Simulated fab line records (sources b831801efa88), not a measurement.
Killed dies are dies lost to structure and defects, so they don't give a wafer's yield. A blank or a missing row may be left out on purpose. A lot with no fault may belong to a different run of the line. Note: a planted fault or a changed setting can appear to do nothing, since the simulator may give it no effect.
Split-lot study :: flow sky130 :: on a route of 708 steps: 5 lots, 23 wafers read

== THE SPLIT ==
At SKY_PASSIVATION_ETCH_11 (etches the open film in CF4/O2, stops on AlCu, target depth 725 nm, time 161.1 s), the setting time_s was moved away from the recipe's 161.1 s on 9 of the 23 wafers read, by -7.8% to +13.9%. This setting was run at the recipe's value on the other wafers.

The reading comes from the split's own step.

== THE READING ==
coat_of_PASSIVATION_COAT_06.thk_nm (the simulator's own value, which no gauge read), in nm, at SKY_PASSIVATION_ETCH_11 (etches the open film in CF4/O2, stops on AlCu, target depth 725 nm, time 161.1 s). There is no usual value for it anywhere in the file. Average 2558 nm, standard deviation 8.5 nm, over the 14 wafers here run with the recipe.

wafer: L074.1
tool, chamber at the split: rie_diel-02, 0
time_s as run, s: 161.1
against the recipe: recipe
coat_of_PASSIVATION_COAT_06.thk_nm, nm: 2553
against lot-mates on the recipe: -

wafer: L074.2
tool, chamber at the split: rie_diel-02, 1
time_s as run, s: 175
against the recipe: +8.6%
coat_of_PASSIVATION_COAT_06.thk_nm, nm: 2498
against lot-mates on the recipe: -52

wafer: L074.3
tool, chamber at the split: rie_diel-02, 3
time_s as run, s: 161.1
against the recipe: recipe
coat_of_PASSIVATION_COAT_06.thk_nm, nm: 2550
against lot-mates on the recipe: -

wafer: L074.5
tool, chamber at the split: rie_diel-02, 0
time_s as run, s: 175
against the recipe: +8.6%
coat_of_PASSIVATION_COAT_06.thk_nm, nm: 2505
against lot-mates on the recipe: -45

wafer: L074.6
tool, chamber at the split: rie_diel-02, 1
time_s as run, s: 161.1
against the recipe: recipe
coat_of_PASSIVATION_COAT_06.thk_nm, nm: 2548
against lot-mates on the recipe: -

wafer: L075.1
tool, chamber at the split: rie_diel-02, 3
time_s as run, s: 161.1
against the recipe: recipe
coat_of_PASSIVATION_COAT_06.thk_nm, nm: 2563
against lot-mates on the recipe: -

wafer: L075.3
tool, chamber at the split: rie_diel-02, 2
time_s as run, s: 148.6
against the recipe: -7.8%
coat_of_PASSIVATION_COAT_06.thk_nm, nm: 2594
against lot-mates on the recipe: +35

wafer: L075.4
tool, chamber at the split: rie_diel-02, 1
time_s as run, s: 148.6
against the recipe: -7.8%
coat_of_PASSIVATION_COAT_06.thk_nm, nm: 2588
against lot-mates on the recipe: +29

wafer: L075.5
tool, chamber at the split: rie_diel-02, 1
time_s as run, s: 161.1
against the recipe: recipe
coat_of_PASSIVATION_COAT_06.thk_nm, nm: 2554
against lot-mates on the recipe: -

wafer: L075.6
tool, chamber at the split: rie_diel-02, 0
time_s as run, s: 161.1
against the recipe: recipe
coat_of_PASSIVATION_COAT_06.thk_nm, nm: 2561
against lot-mates on the recipe: -

wafer: L076.1
tool, chamber at the split: rie_diel-02, 2
time_s as run, s: 161.1
against the recipe: recipe
coat_of_PASSIVATION_COAT_06.thk_nm, nm: 2559
against lot-mates on the recipe: -

wafer: L076.2
tool, chamber at the split: rie_diel-02, 0
time_s as run, s: 161.1
against the recipe: recipe
coat_of_PASSIVATION_COAT_06.thk_nm, nm: 2563
against lot-mates on the recipe: -

wafer: L076.5
tool, chamber at the split: rie_diel-02, 1
time_s as run, s: 161.1
against the recipe: recipe
coat_of_PASSIVATION_COAT_06.thk_nm, nm: 2576
against lot-mates on the recipe: -

wafer: L083.1
tool, chamber at the split: rie_diel-02, 1
time_s as run, s: 183.5
against the recipe: +13.9%
coat_of_PASSIVATION_COAT_06.thk_nm, nm: 2489
against lot-mates on the recipe: -80

wafer: L083.2
tool, chamber at the split: rie_diel-02, 3
time_s as run, s: 183.5
against the recipe: +13.9%
coat_of_PASSIVATION_COAT_06.thk_nm, nm: 2501
against lot-mates on the recipe: -68

wafer: L083.3
tool, chamber at the split: rie_diel-02, 0
time_s as run, s: 161.1
against the recipe: recipe
coat_of_PASSIVATION_COAT_06.thk_nm, nm: 2568
against lot-mates on the recipe: -

wafer: L083.4
tool, chamber at the split: rie_diel-02, 2
time_s as run, s: 183.5
against the recipe: +13.9%
coat_of_PASSIVATION_COAT_06.thk_nm, nm: 2499
against lot-mates on the recipe: -70

wafer: L083.5
tool, chamber at the split: rie_diel-02, 2
time_s as run, s: 161.1
against the recipe: recipe
coat_of_PASSIVATION_COAT_06.thk_nm, nm: 2569
against lot-mates on the recipe: -

wafer: L085.1
tool, chamber at the split: rie_diel-01, 1
time_s as run, s: 173
against the recipe: +7.4%
coat_of_PASSIVATION_COAT_06.thk_nm, nm: 2504
against lot-mates on the recipe: -47

wafer: L085.2
tool, chamber at the split: rie_diel-01, 0
time_s as run, s: 173
against the recipe: +7.4%
coat_of_PASSIVATION_COAT_06.thk_nm, nm: 2520
against lot-mates on the recipe: -31

wafer: L085.3
tool, chamber at the split: rie_diel-01, 2
time_s as run, s: 161.1
against the recipe: recipe
coat_of_PASSIVATION_COAT_06.thk_nm, nm: 2546
against lot-mates on the recipe: -

wafer: L085.4
tool, chamber at the split: rie_diel-01, 3
time_s as run, s: 161.1
against the recipe: recipe
coat_of_PASSIVATION_COAT_06.thk_nm, nm: 2558
against lot-mates on the recipe: -

wafer: L085.6
tool, chamber at the split: rie_diel-01, 1
time_s as run, s: 161.1
against the recipe: recipe
coat_of_PASSIVATION_COAT_06.thk_nm, nm: 2550
against lot-mates on the recipe: -

FIT RESULTS
A straight line over all 23 wafers: coat_of_PASSIVATION_COAT_06.thk_nm changes by -4.85 nm for each +1% of time_s; r = -0.95; the points scatter about the line by 9.7 nm.
The same after taking each lot's own level away (the mean of its wafers on the recipe; 23 wafers): -5.04 nm for each +1%; r = -0.98; scatter 5.7 nm.
According to that fit, moving time_s by its largest amount changes the reading by 70 nm.
Measured against the standard deviation above, the lots' own levels, which go from 2550.3 to 2568.5 nm, span 2.1 times it.
Hence the lot-to-lot level has little effect on the slope; both slopes agree.
Check: with one of the wafers moved furthest among these (+13.9%) left out of the fit, the line predicts -69.7 nm for it against its lot-mates. Against them it came out at -79.5 nm.

== OTHER SPLITS ON THESE WAFERS ==
Other splits were also applied to these wafers ahead of the reading. Each is held against what the fit with the lots' levels taken away leaves over:
other split on the same wafers: SKY_VIA4_CVD_18 temp_c
wafers away from the commonest value: 9
r with coat_of_PASSIVATION_COAT_06.thk_nm (lot level and that fit taken away): -0.06

other split on the same wafers: SKY_METAL5_SPUTTER_03 power_w
wafers away from the commonest value: 11
r with coat_of_PASSIVATION_COAT_06.thk_nm (lot level and that fit taken away): -0.10

other split on the same wafers: SKY_METAL5_METAL_ETCH_15 time_s
wafers away from the commonest value: 10
r with coat_of_PASSIVATION_COAT_06.thk_nm (lot level and that fit taken away): +0.27

== THE WHOLE CHAIN: every reading that the file lists as answering this split, in the file's order ==
step: SKY_PASSIVATION_ETCH_11
what it does: etches the open film in CF4/O2, stops on AlCu, target depth 725 nm, time 161.1 s
reading: coat_of_PASSIVATION_COAT_06.thk_nm (the simulator's own value, which no gauge read)
change (the file's fit): -5.12 nm for each +1% of the setting
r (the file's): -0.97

step: SKY_PASSIVATION_STRIP_12
what it does: strips in O2/N2
reading: strip_time_to_endpoint_s
change (the file's fit): withheld for each +1% of the setting
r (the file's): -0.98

== THE FILE'S OWN FIT ==
coat_of_PASSIVATION_COAT_06.thk_nm changes by -5.12 nm for each +1% of time_s, r = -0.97.
